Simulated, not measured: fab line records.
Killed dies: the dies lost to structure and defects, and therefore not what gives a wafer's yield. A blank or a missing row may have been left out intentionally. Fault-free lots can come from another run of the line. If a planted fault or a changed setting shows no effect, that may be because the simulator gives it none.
2 desks looking at one fault | flow gf180mcu | only its own numbers are on each desk; what lay behind them is given at the end

AT THE TOOL OWNER'S DESK: pvd-sputter-01
The tool's own readings at GF_M3_SPUTTER_04 (material TiN, target thk 50 nm, time 41.7 s): means of the sampled wafers that have a number, for each lot that ran on this tool. Marked OUT: a lot whose mean sits more than 4 standard deviations from the usual mean, which makes it out of limits; the brackets give that distance.
Columns: A = throttle-valve-pct at GF_M3_SPUTTER_04, usual 30.0 %
lot  | first seen here | A
L397 | day 20 08:25    | 28.7
L399 | day 21 05:08    | 29.3
L403 | day 22 14:46    | 29.6
L410 | day 24 23:02    | 30.3
L418 | day 27 09:27    | 29.1
L420 | day 28 01:29    | 29.2
This desk's verdict: no lot among the 6 shows anything out of limits.

AT THE METROLOGY DESK
Means of the sampled wafers that have a number, per lot and without regard to the tool the lot ran on: this is what the gauges read. Marked OUT: a lot whose mean sits more than 4 standard deviations from the usual mean, which makes it out of limits; the brackets give that distance.
Columns: A = M5_OVL at GF_M5_OVL_MEAS_08, usual -2 nm; B = TOP_METAL_ALCU_RS at GF_TOP_METAL_RS_MEAS_05, usual 0.0327 ohm/sq
lot  | first seen here | A  | B
L397 | day 26 06:31    | 2  | 0.0325
L398 | day 26 14:25    | -5 | 0.0330
L399 | day 27 01:16    | 1  | 0.0327
L400 | day 27 03:19    | 2  | 0.0325
L401 | day 27 14:28    | -7 | 0.0322
L403 | day 28 04:14    | -2 | 0.0319
L406 | day 29 03:50    | -3 | 0.0333
L407 | day 29 07:38    | -1 | 0.0324
L410 | day 30 04:52    | -4 | 0.0335
L413 | day 31 07:10    | 6  | 0.0333
L418 | day 32 06:11    | -2 | 0.0332
L419 | day 32 13:38    | -1 | 0.0331
L420 | day 32 18:38    | -5 | 0.0323
This desk's verdict: no lot among the 13 shows anything out of limits.

TAKEN TOGETHER
Nothing out of limits was seen by the tool owner's desk.
At the metrology desk, nothing out of limits was observed.

WHAT THE SIMULATOR HAD PUT IN
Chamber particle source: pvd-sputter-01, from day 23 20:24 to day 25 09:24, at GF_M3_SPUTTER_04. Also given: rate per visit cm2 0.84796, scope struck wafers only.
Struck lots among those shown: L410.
